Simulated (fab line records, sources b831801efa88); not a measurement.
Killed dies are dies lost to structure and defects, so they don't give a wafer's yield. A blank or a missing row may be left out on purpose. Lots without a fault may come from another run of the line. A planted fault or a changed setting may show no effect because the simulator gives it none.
fab line records | flow sky130
record lots=6 wafers=18 last_day=50
route steps=708 shown SONOS_ONO@171 PAD_OPEN@708
lots that met no fault: from a run of the same line without faults
start_h: hours from the record's first day to the start of the lot's first wafer shown | wait_h: hours since the lot's step before | " the same as in the row above | L1.1+2: a row that stands for several wafers | - no value, or no start given | * or withheld: withheld | < > ~ a bound
route shown NAME@n: a module of which the file shows steps, and the number in the route of the first | usual: mean/standard deviation of fault-free wafers | same: alike in all rows | chamber/n: place in a boat | sites: the reading at each site | _std_site: their standard deviation | _edge_site: outer sites' mean less inner sites' | radius_mm: how far each site lies from the wafer's centre | mask NAME#n: copy n | behind: the tool/chamber that last shaped the wafer | hold: why the lot was held/for how many hours/how that ended | device: the transistor (n, p or np) that didn't switch | end of line: the same wafers' tests at the end of the route | a step without rows: its recipe alone | killed: dies lost to structure and defects at the first sort, not the wafer's yield | map: a wafer's dies, x killed, . not, _ none there
set.NAME: the setting as run; set.NAME@STEP: as run at that earlier step | model.NAME: the simulator's own value behind a step, which no gauge read
lots at some steps of the route; a table a step, a row a wafer
services: from which hour (start_h, from the record's first day; less than 0 if before it) a tool's chamber was out of use, for how many hours, and why
## steps
# step SKY_SONOS_ONO_THK_MEAS_03
# recipe reads=Si3N4_of_SONOS_ONO_CVD_02
# usual SONOS_ONO_CVD_02_THK=10.54/0.16
# columns lot.wafer tool chamber start_h wait_h SONOS_ONO_CVD_02_THK[nm]
L893.1 film_metro-02 - 287.66 0.0 10.32
L893.2 " - " " 10.37
L893.4 " - " " 10.40
L901.1 film_metro-04 - 344.90 0.0 10.38
L901.2 " - " " 10.42
L901.6 " - " " 10.59
L907.2 film_metro-03 - 400.57 0.0 10.67
L907.3 " - " " 10.60
L907.5 " - " " 10.80
L909.1 film_metro-03 - 420.64 0.0 10.71
L909.2 " - " " 10.85
L909.5 " - " " 10.65
L910.3 film_metro-03 - 421.71 0.0 10.58
L910.4 " - " " 10.59
L910.5 " - " " 10.63
L911.2 film_metro-03 - 432.09 0.0 10.76
L911.3 " - " " 10.89
L911.5 " - " " 10.86
# step SKY_SONOS_ONO_CVD_04
# recipe material=SiO2 precursor=SiH4/N2O target_thk_nm=5.7199 temp_c=900 pressure_mtorr=400
# step SKY_SONOS_ONO_THK_MEAS_05
# recipe reads=SiO2_of_SONOS_ONO_CVD_04
# usual SONOS_ONO_CVD_04_THK=5.75/0.12
# columns lot.wafer tool chamber start_h wait_h SONOS_ONO_CVD_04_THK[nm]
L893.1 film_metro-04 - 288.97 0.0 5.63
L893.2 " - " " 5.59
L893.4 " - " " 5.68
L901.1 film_metro-02 - 346.21 0.0 5.87
L901.2 " - " " 5.75
L901.6 " - " " 5.76
L907.2 film_metro-04 - 402.51 0.0 5.54
L907.3 " - " " 5.72
L907.5 " - " " 5.62
L909.1 film_metro-04 - 421.95 0.0 5.63
L909.2 " - " " 5.66
L909.5 " - " " 5.62
L910.3 film_metro-02 - 423.22 0.0 5.86
L910.4 " - " " 5.86
L910.5 " - " " 5.91
L911.2 film_metro-02 - 433.40 0.0 5.55
L911.3 " - " " 5.74
L911.5 " - " " 5.72
# step SKY_SONOS_ONO_DEHYDRATE_06
# recipe temp_c=200 time_s=60
# step SKY_SONOS_ONO_HMDS_07
# recipe prime_time_s=60 prime_temp_c=120
# step SKY_SONOS_ONO_COAT_08
# recipe resist=NOVOLAK spin_rpm=3000 resist_thk_nm=1140
# step SKY_SONOS_ONO_SOFTBAKE_09
# recipe temp_c=90 time_s=60 resist=NOVOLAK
# step SKY_SONOS_ONO_EXPOSE_10
# recipe mask_id=ONOM target_cd_nm=410 na=0.6 source_shape=conventional sigma_outer=0.6 dose_mj=150
# step SKY_SONOS_ONO_PEB_11
# recipe temp_c=withheld time_s=* resist=NOVOLAK
# step SKY_SONOS_ONO_DEVELOP_12
# recipe develop_time_s=60 dev_temp_c=23
# step SKY_SONOS_ONO_CD_MEAS_13
# recipe target_cd_nm=410
# usual cd_nm=409.9/2.3
# columns lot.wafer tool chamber start_h wait_h cd_nm
L893.1 cd_sem-01 - 314.18 0.1 405.5
L893.2 " - " " 403.9
L893.4 " - " " 405.7
L901.1 cd_sem-02 - 373.58 0.1 410.2
L901.2 " - " " 410.4
L901.6 " - " " 411.3
L907.2 cd_sem-02 - 431.95 0.1 406.0
L907.3 " - " " 409.1
L907.5 " - " " 405.8
L909.1 cd_sem-01 - 452.82 0.2 410.6
L909.2 " - " " 410.3
L909.5 " - " " 409.6
L910.3 cd_sem-01 - 453.74 0.1 412.2
L910.4 " - " " 411.0
L910.5 " - " " 410.8
L911.2 cd_sem-01 - 463.16 0.1 406.6
L911.3 " - " " 409.2
L911.5 " - " " 407.2
# step SKY_SONOS_ONO_OVL_MEAS_14
# usual SONOS_ONO_OVL=0.7/1.1
# columns lot.wafer tool chamber start_h wait_h SONOS_ONO_OVL[nm]
L893.1 overlay-02 - 314.30 0.1 3.2
L893.2 " - " " 1.5
L893.4 " - " " 0.9
L901.1 overlay-02 - 373.70 0.1 1.5
L901.2 " - " " 2.9
L901.6 " - " " -1.1
L907.2 overlay-02 - 432.05 0.1 -0.4
L907.3 " - " " 1.0
L907.5 " - " " -1.0
L909.1 overlay-02 - 452.94 0.1 2.7
L909.2 " - " " 0.0
L909.5 " - " " 3.2
L910.3 overlay-01 - 453.83 0.1 -1.6
L910.4 " - " " 1.6
L910.5 " - " " -1.1
L911.2 overlay-01 - 463.27 0.1 1.4
L911.3 " - " " -0.4
L911.5 " - " " 1.0
# step SKY_SONOS_ONO_ETCH_15
# recipe target_depth_nm=19.52 chemistry=CHF3/O2 source_w=600 bias_w=200 pressure_mtorr=40 chf3_flow_sccm=50 O2_flow_sccm=5 time_s=8.167
# usual drypump_motor_current_A=5.7/0.56 oes_product_au=1.004/0.0082 throttle_valve_pct=8.825/0.009
# columns lot.wafer tool chamber start_h wait_h drypump_motor_current_A oes_product_au rf_hours_counter_h throttle_valve_pct model.etch.depth_nm model.SONOS_ONO.feature_depth_nm
L893.1 rie_diel-04 1 314.34 0.0 6.2 1.009 84 8.834 20.8 20.8
L893.2 " 3 " " 5.9 1.005 1 8.823 20.7 20.7
L893.4 " 3 " " 5.9 1.006 - 8.834 20.78 20.78
L901.1 rie_diel-02 2 373.74 0.0 5.4 0.996 40 8.818 20.37 20.37
L901.2 " 3 " " 4.7 0.989 46 8.824 20.01 20.01
L901.6 " 3 " " 4.7 0.993 - 8.824 20.12 20.12
L907.2 rie_diel-04 0 432.08 0.0 5.7 1.023 62 8.821 21.18 21.18
L907.3 " 1 " " 6.2 1.015 86 8.826 20.68 20.68
L907.5 " 1 " " 6.2 1.003 - 8.835 20.66 20.66
L909.1 rie_diel-04 3 452.98 0.0 5.9 1.035 4 8.838 21.73 21.73
L909.2 " 1 " " 6.2 1.041 87 8.841 21.66 21.66
L909.5 " 3 " " 5.9 1.038 - 8.814 21.65 21.65
L910.3 rie_diel-02 3 453.86 0.0 4.7 1.002 47 8.822 20.71 20.71
L910.4 " 0 " " 4.8 1.005 62 8.830 20.53 20.53
L910.5 " 2 " " 5.4 1.001 - 8.844 20.44 20.44
L911.2 rie_diel-04 2 463.30 0.0 6.5 1.030 1 8.820 21.45 21.45
L911.3 " 1 " " 6.2 1.029 87 8.830 21.45 21.45
L911.5 " 0 " " 5.7 1.052 - 8.826 21.82 21.82
# step SKY_SONOS_ONO_WET_ETCH_16
# recipe chemistry=dHF target_depth_nm=14 dry=n2_spin target=SiO2 dilution=100:1 temp_c=25 time_s=280
# step SKY_PAD_OPEN_PROBE_99
# usual killed_at_M0_to_M3=45/6.8 killed_at_M4_up=3.1/2 killed_at_contacts=23/5.2 killed_at_front_end=14/3.7 killed_at_other=0.3/0.61 killed_dies=86/9 killed_on_rim=17/3.9 killed_open=46/6.9 killed_short=39/6.4
# same gross_dies=492 killed_at_back_side=0
# columns lot.wafer tool chamber start_h wait_h killed_at_M0_to_M3 killed_at_M4_up killed_at_contacts killed_at_front_end killed_at_other killed_dies killed_on_rim killed_open killed_short
L893.1 prober-01 - 1097.71 0.1 34 5 22 17 0 78 10 36 42
L893.2 prober-01 - 1097.76 0.1 33 1 26 19 0 79 13 49 29
L893.4 prober-01 - 1097.86 0.2 44 2 17 25 0 88 18 44 41
L907.2 prober-01 - 1175.86 0.1 47 5 23 13 0 88 16 58 29
L907.3 prober-01 - 1175.91 0.2 41 3 31 13 0 88 16 48 40
L907.5 prober-01 - 1176.01 0.2 34 2 25 12 0 73 19 37 36
# killed by level:class
L893.1 VIA2:geometric_particle:open=8 CONTACT:geometric_particle:short=6 VIA1:geometric_particle:open=6 POLY_GATE:geometric_particle:open=5 LI_CONTACT:geometric_particle:short=5 LOCAL_INTERCONNECT:geometric_particle:short=5 VIA3:geometric_particle:open=5 FIELD_ISO:geometric_particle:short=3
L893.2 POLY_GATE:geometric_particle:open=8 CONTACT:geometric_particle:open=8 LI_CONTACT:geometric_particle:open=7 VIA3:geometric_particle:open=6 LOCAL_INTERCONNECT:geometric_particle:short=6 VIA2:geometric_particle:open=6 VIA1:geometric_particle:open=5 FIELD_ISO:geometric_particle:short=4
L893.4 VIA2:geometric_particle:open=8 VIA1:geometric_particle:open=8 METAL1:geometric_particle:short=6 POLY_GATE:geometric_particle:open=6 VIA1:geometric_particle:short=5 CONTACT:geometric_particle:open=5 METAL2:geometric_particle:short=4 POLY_GATE:geometric_particle:short=4
L907.2 VIA1:geometric_particle:open=13 CONTACT:geometric_particle:open=11 VIA3:geometric_particle:open=8 LI_CONTACT:geometric_particle:open=6 VIA2:geometric_particle:open=5 POLY_GATE:geometric_particle:open=4 VIA1:geometric_particle:short=4 METAL2:geometric_particle:short=4
L907.3 VIA1:geometric_particle:open=11 CONTACT:geometric_particle:open=8 LI_CONTACT:geometric_particle:open=6 CONTACT:geometric_particle:short=6 POLY_GATE:geometric_particle:open=5 LI_CONTACT:geometric_particle:short=5 LOCAL_INTERCONNECT:geometric_particle:short=5 VIA3:geometric_particle:open=5
L907.5 CONTACT:geometric_particle:open=10 VIA1:geometric_particle:open=8 CONTACT:geometric_particle:short=7 METAL1:geometric_particle:short=5 VIA1:geometric_particle:short=5 VIA2:geometric_particle:open=5 LOCAL_INTERCONNECT:geometric_particle:short=4 VIA3:geometric_particle:short=4
## services
# columns tool chamber start_h hours kind
rie_diel-02 3 294.06 3.4 repair
rie_diel-02 - 310.51 0.5 repair
rie_diel-04 0 313.36 12.2 repair
rie_diel-04 2 317.06 8.1 repair
rie_diel-02 1 325.69 2.5 repair
rie_diel-02 1 336.95 8.1 repair
rie_diel-02 0 349.63 22.7 repair
rie_diel-04 2 364.53 - clean
rie_diel-04 2 364.53 26.1 scheduled_down
rie_diel-04 2 364.53 26.1 vent_cycle
rie_diel-04 - 408.14 2.8 pm
rie_diel-02 1 408.52 8.6 repair
rie_diel-02 3 412.21 5.8 repair
rie_diel-02 2 425.44 17.3 repair
rie_diel-02 - 436.29 0.5 repair
## key
first_sign step=SKY_SONOS_ONO_ETCH_15 reading=oes_product_au direction=up sigmas=4.1 usual=1.004 struck=1.038
effect none on later readings
model_effect step=SKY_SONOS_ONO_ETCH_15 value=etch.depth_nm without=20.48 struck=21.63
met_at SKY_SONOS_ONO_ETCH_15
struck_wafers L909.1,L909.2,L909.5,L911.2,L911.3,L911.5
tester_left_out L909,L911
onset_between 432.08 452.98
fault kind=process_parameter_drift tool=rie_diel-04 chamber=- onset_h=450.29 steps=SKY_SONOS_ONO_ETCH_15 channel=bias_w offset=34.747 shape=step end_h=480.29 acts_in=these_recipes_only stated=200
# tester_left_out: of these lots the tester's yield and bins aren't shown, on N5 and GAA mostly nor the transistor test; their killed dies are dies lost to structure and defects alone, not to doping, threshold or leakage, so they don't give the yield
